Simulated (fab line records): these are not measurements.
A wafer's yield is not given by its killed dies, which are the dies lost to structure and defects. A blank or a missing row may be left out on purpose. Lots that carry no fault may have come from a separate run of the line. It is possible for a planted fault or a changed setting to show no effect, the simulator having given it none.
fab line records	flow sky130
record: lots: 7	wafers: 21	last_day: 48
route steps=708 shown NWELL@79 PWDE@84 VT_ADJUST_HVTP@85
lots untouched by any fault: they come from a run of this same line in which no faults occurred
start_h: start of the lot's first displayed wafer, in hours after the record's first day	wait_h: hours elapsed since this lot's preceding step	" identical to the entry in the row above	L1.1+2: one row covering several wafers at once	- no value present, or no start provided	* or withheld: withheld	< > ~ a bound
route shown NAME@n: names a module that has steps shown in the file, with the first one's number in the route	usual: mean and standard deviation over wafers with no fault	same: alike in all rows	chamber/n: place in a boat	sites: each site's reading	_std_site: the standard deviation of these	_edge_site: inner sites' mean taken away from outer sites' mean	radius_mm: how far each site lies from the wafer's centre	mask NAME#n: copy n	behind: the tool/chamber that last shaped the wafer	hold: the reason the lot was held/the length of the hold in hours/how it ended	device: whichever transistor did not switch (one of n, p or np)	end of line: tests of these same wafers at the route's end	a step without rows: its recipe alone	killed: at the first sort, the dies lost to defects and structure; wafer yield is something else	map: a wafer's dies, marking killed ones x, the rest . and places with no die _
set.NAME: the setting the step ran with; set.NAME@STEP: the setting that earlier step ran with	model.NAME: the simulator's own value behind a step, which no gauge read
lots seen at some steps along the route; tables by step, rows by wafer
== steps ==
step: SKY_NWELL_TW_MEAS_26
usual: NWELL_2_TW: 500/4.4
lot.wafer	tool	chamber	start_h	wait_h	NWELL_2_TW
L535.2	film_metro-01	-	108.03	0.1	499
L535.3	"	-	"	"	499
L535.5	"	-	"	"	498
L538.2	film_metro-03	-	129.25	0.1	495
L538.3	"	-	"	"	496
L538.6	"	-	"	"	495
L543.4	film_metro-01	-	160.15	0.1	498
L543.5	"	-	"	"	498
L543.6	"	-	"	"	498
L544.2	film_metro-01	-	162.98	0.1	497
L544.3	"	-	"	"	497
L544.5	"	-	"	"	497
L545.3	film_metro-01	-	176.67	0.1	499
L545.4	"	-	"	"	501
L545.5	"	-	"	"	497
L546.1	film_metro-04	-	178.52	0.1	508
L546.2	"	-	"	"	507
L546.3	"	-	"	"	507
L548.1	film_metro-04	-	183.15	0.1	507
L548.2	"	-	"	"	506
L548.5	"	-	"	"	502
step: SKY_NWELL_CLEAN_27
recipe: chemistry: SC1/SC2	mix: 1:4:20	temp_c: 70	time_s: 150	dry: n2_spin
step: SKY_NWELL_RTA_28
recipe: temp_c: 1050	time_s: 30	idle_temp_c: 650	ramp_up_c_per_s: 150	ramp_down_c_per_s: 90	ambient: N2
usual: lamp_power_pct: 25.30/0.052	ramp_down_c_per_s: 90.000/0.016	wafer_temp_C_max: 1054.9/0.99
lot.wafer	tool	chamber	start_h	wait_h	lamp_power_pct	ramp_down_c_per_s	wafer_temp_C_max
L535.2	rtp_anneal-01	0	108.16	0.0	25.30	89.992	1055.5
L535.3	"	0	"	"	25.32	90.028	1055.6
L535.5	"	0	"	"	25.30	89.996	1056.6
L538.2	rtp_anneal-01	0	129.36	0.0	25.38	90.013	1054.6
L538.3	"	0	"	"	25.40	90.011	1054.0
L538.6	"	0	"	"	25.25	90.005	1054.0
L543.4	rtp_anneal-02	0	160.28	0.1	25.28	89.961	1057.7
L543.5	"	0	"	"	25.21	90.035	1054.5
L543.6	"	0	"	"	25.30	89.990	1054.7
L544.2	rtp_anneal-01	0	163.10	0.0	25.32	90.029	1054.5
L544.3	"	0	"	"	25.29	90.022	1054.0
L544.5	"	0	"	"	25.34	90.001	1057.1
L545.3	rtp_anneal-02	0	176.80	0.0	25.31	89.997	1055.5
L545.4	"	0	"	"	25.18	89.981	1055.0
L545.5	"	0	"	"	25.23	90.029	1055.2
L546.1	rtp_anneal-01	0	178.64	0.0	25.30	89.980	1054.7
L546.2	"	0	"	"	25.26	90.013	1055.6
L546.3	"	0	"	"	25.37	90.001	1053.3
L548.1	rtp_anneal-01	0	183.30	0.0	25.24	90.010	1056.2
L548.2	"	0	"	"	25.32	89.988	1054.5
L548.5	"	0	"	"	25.32	90.005	1054.5
step: SKY_NWELL_RS_MEAS_29
recipe: thk_meas_gauge: four-point-probe
usual: NWELL_RS: 625.5/1.8
lot.wafer	tool	chamber	start_h	wait_h	NWELL_RS[ohm/sq]
L535.2	film_metro-01	-	108.26	0.1	626.1
L535.3	"	-	"	"	625.4
L535.5	"	-	"	"	625.1
L538.2	film_metro-03	-	129.47	0.1	626.5
L538.3	"	-	"	"	626.0
L538.6	"	-	"	"	625.8
L543.4	film_metro-01	-	160.39	0.1	623.5
L543.5	"	-	"	"	623.2
L543.6	"	-	"	"	622.8
L544.2	film_metro-03	-	163.20	0.1	626.7
L544.3	"	-	"	"	627.5
L544.5	"	-	"	"	629.2
L545.3	film_metro-01	-	176.90	0.1	622.5
L545.4	"	-	"	"	623.8
L545.5	"	-	"	"	625.0
L546.1	film_metro-01	-	178.74	0.1	623.1
L546.2	"	-	"	"	622.9
L546.3	"	-	"	"	622.1
L548.1	film_metro-03	-	183.40	0.1	624.6
L548.2	"	-	"	"	625.1
L548.5	"	-	"	"	625.7
step: SKY_NWELL_RS_MEAS_31
recipe: thk_meas_gauge: four-point-probe
usual: PWDE_RS: 5282/18
lot.wafer	tool	chamber	start_h	wait_h	PWDE_RS[ohm/sq]
L535.2	film_metro-01	-	108.50	0.1	5288
L535.3	"	-	"	"	5310
L535.5	"	-	"	"	5288
L538.2	film_metro-03	-	129.71	0.1	5310
L538.3	"	-	"	"	5277
L538.6	"	-	"	"	5312
L543.4	film_metro-01	-	160.63	0.1	5256
L543.5	"	-	"	"	5253
L543.6	"	-	"	"	5258
L544.2	film_metro-03	-	163.44	0.1	5314
L544.3	"	-	"	"	5305
L544.5	"	-	"	"	5301
L545.3	film_metro-01	-	177.14	0.1	5275
L545.4	"	-	"	"	5268
L545.5	"	-	"	"	5288
L546.1	film_metro-01	-	178.98	0.1	5270
L546.2	"	-	"	"	5280
L546.3	"	-	"	"	5283
L548.1	film_metro-03	-	183.64	0.1	5239
L548.2	"	-	"	"	5254
L548.5	"	-	"	"	5256
step: SKY_VT_ADJUST_HVTP_DEHYDRATE_00
recipe: temp_c: 200	time_s: 60
step: SKY_VT_ADJUST_HVTP_HMDS_01
recipe: prime_time_s: 60	prime_temp_c: 120
step: SKY_VT_ADJUST_HVTP_COAT_02
recipe: resist: NOVOLAK	spin_rpm: 3000	resist_thk_nm: 1140
step: SKY_VT_ADJUST_HVTP_SOFTBAKE_03
recipe: temp_c: 90	time_s: 60	resist: NOVOLAK
step: SKY_VT_ADJUST_HVTP_EXPOSE_04
recipe: mask_id: HVTPM	na: 0.6	source_shape: conventional	sigma_outer: 0.6	polarization: unpolarized	target_cd_nm: 380	dose_mj: 140
step: SKY_VT_ADJUST_HVTP_PEB_05
recipe: temp_c: withheld	time_s: *	resist: NOVOLAK
step: SKY_VT_ADJUST_HVTP_DEVELOP_06
recipe: resist: NOVOLAK	developer: TMAH	develop_time_s: 60	dev_temp_c: 23
usual: chill_plate_temp_C: 23.01/0.097	develop_time_s: 60/0
lot.wafer	tool	chamber	start_h	wait_h	chill_plate_temp_C	develop_time_s
L535.2	litho_track-02	0	125.87	0.1	23.16	60
L535.3	"	0	"	"	23.00	60
L535.5	"	0	"	"	22.83	60
L538.2	litho_track-02	0	153.82	0.1	22.95	60
L538.3	"	0	"	"	22.94	60
L538.6	"	0	"	"	23.10	60
L543.4	litho_track-03	-	180.64	0.1	-	-
L543.5	"	-	"	"	-	-
L543.6	"	-	"	"	-	-
L544.2	litho_track-02	-	184.27	0.1	-	-
L544.3	"	-	"	"	-	-
L544.5	"	-	"	"	-	-
L545.3	litho_track-04	-	198.10	0.1	-	-
L545.4	"	-	"	"	-	-
L545.5	"	-	"	"	-	-
L546.1	litho_track-02	0	200.65	0.1	23.07	60
L546.2	"	0	"	"	23.05	60
L546.3	"	0	"	"	23.09	60
L548.1	litho_track-04	0	204.65	0.1	22.99	60
L548.2	"	0	"	"	23.10	60
L548.5	"	0	"	"	23.10	60
step: SKY_VT_ADJUST_HVTP_CD_MEAS_07
recipe: target_cd_nm: 380
usual: cd_nm: 381.3/2.4
lot.wafer	tool	chamber	start_h	wait_h	cd_nm
L535.2	cd_sem-01	-	126.02	0.1	386.4
L535.3	"	-	"	"	381.9
L535.5	"	-	"	"	384.0
L538.2	cd_sem-01	-	153.97	0.1	378.8
L538.3	"	-	"	"	378.1
L538.6	"	-	"	"	379.4
L543.4	cd_sem-02	-	180.78	0.1	-
L543.5	"	-	"	"	-
L543.6	"	-	"	"	-
L544.2	cd_sem-01	-	184.42	0.1	-
L544.3	"	-	"	"	-
L544.5	"	-	"	"	-
L545.3	cd_sem-01	-	198.24	0.1	-
L545.4	"	-	"	"	-
L545.5	"	-	"	"	-
L546.1	cd_sem-02	-	200.80	0.1	381.1
L546.2	"	-	"	"	380.8
L546.3	"	-	"	"	385.0
L548.1	cd_sem-02	-	204.80	0.1	383.2
L548.2	"	-	"	"	383.1
L548.5	"	-	"	"	383.0
== key ==
first_sign: step: SKY_VT_ADJUST_HVTP_DEVELOP_06	reading: tool_record	direction: missing
effect none on later readings
met_at SKY_VT_ADJUST_HVTP_DEVELOP_06
struck_wafers L543.4,L543.5,L543.6,L544.2,L544.3,L544.5,L545.3,L545.4,L545.5
sort_left_out L543.4,L543.5,L543.6,L544.2,L544.3,L544.5,L545.3,L545.4,L545.5
tester_left_out L543,L544,L545
onset_between 153.82 180.64
fault: kind: skipped_step_whole	tool: litho_track-02,litho_track-03,litho_track-04	chamber: -	onset_h: 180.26	steps: SKY_VT_ADJUST_HVTP_DEVELOP_06	scope: struck_lots_only
tester_left_out: of these lots the tester's yield and bins aren't shown, on N5 and GAA mostly nor the transistor test; their killed dies are dies lost to structure and defects alone, not to doping, threshold or leakage, so they don't give the yield
sort_left_out: the simulated sort isn't trusted on such a fault, so these wafers' sort isn't shown, and their yield isn't known
